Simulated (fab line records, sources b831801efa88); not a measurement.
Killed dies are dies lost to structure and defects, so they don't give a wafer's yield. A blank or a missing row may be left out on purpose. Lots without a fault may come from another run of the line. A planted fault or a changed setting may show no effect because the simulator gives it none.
Chamber matching | flow gf180mcu | GF_V5_CMP_04 on cmp-02: 4 sister chambers
The step polishes SiO2. 8 wafers are shown with their chamber, then 10 later ones without.

WAFERS WITH THEIR CHAMBER
wafer  | chamber | motor_current_A (A)
L081.1 | 3       | 10.6
L081.6 | 2       | 11.4
L083.6 | 1       | 13.3
L085.3 | 0       | 13.0
L085.5 | 3       | 11.2
L085.6 | 2       | 11.3
L086.2 | 1       | 13.1
L086.5 | 0       | 12.4

WAFERS WITHOUT THEIR CHAMBER
wafer  | motor_current_A (A)
L086.6 | 12.6
L087.2 | 12.9
L087.4 | 13.1
L087.6 | 10.5
L089.1 | 10.6
L089.2 | 12.4
L089.5 | 11.9
L092.1 | 13.2
L092.2 | 10.6
L092.5 | 12.3

WHICH CHAMBER EACH WENT THROUGH
wafer  | from the rows above          | in truth
L086.6 | can't be placed: 0 or 1      | 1
L087.2 | can't be placed: 0 or 1      | 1
L087.4 | can't be placed: 1 or 0      | 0
L087.6 | can't be placed: 3 or 2      | 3
L089.1 | can't be placed: 3 or 2      | 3
L089.2 | can't be placed: 0 or 1      | 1
L089.5 | can't be placed: 2 or 0 or 3 | 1
L092.1 | can't be placed: 1 or 0      | 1
L092.2 | can't be placed: 3 or 2      | 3
L092.5 | can't be placed: 0 or 1 or 2 | 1
Placed correctly: 0 of 10. Can't be placed from these rows: 10 (the true chamber is among the candidates in 9). Placed wrongly: 0.
How it was worked out, from the rows above alone: a wafer's distance from a chamber is the root of the sum, over the readings, of the square of ((its reading less the chamber's mean) divided by the reading's scatter). The wafer belongs to the nearest chamber; if the next one is less than 2 further off, it can't be placed. A chamber's mean is the mean of its shown wafers. The scatter: the root of (the sum of the squares of (reading less its chamber's mean) over the shown wafers, divided by (wafers less chambers)).
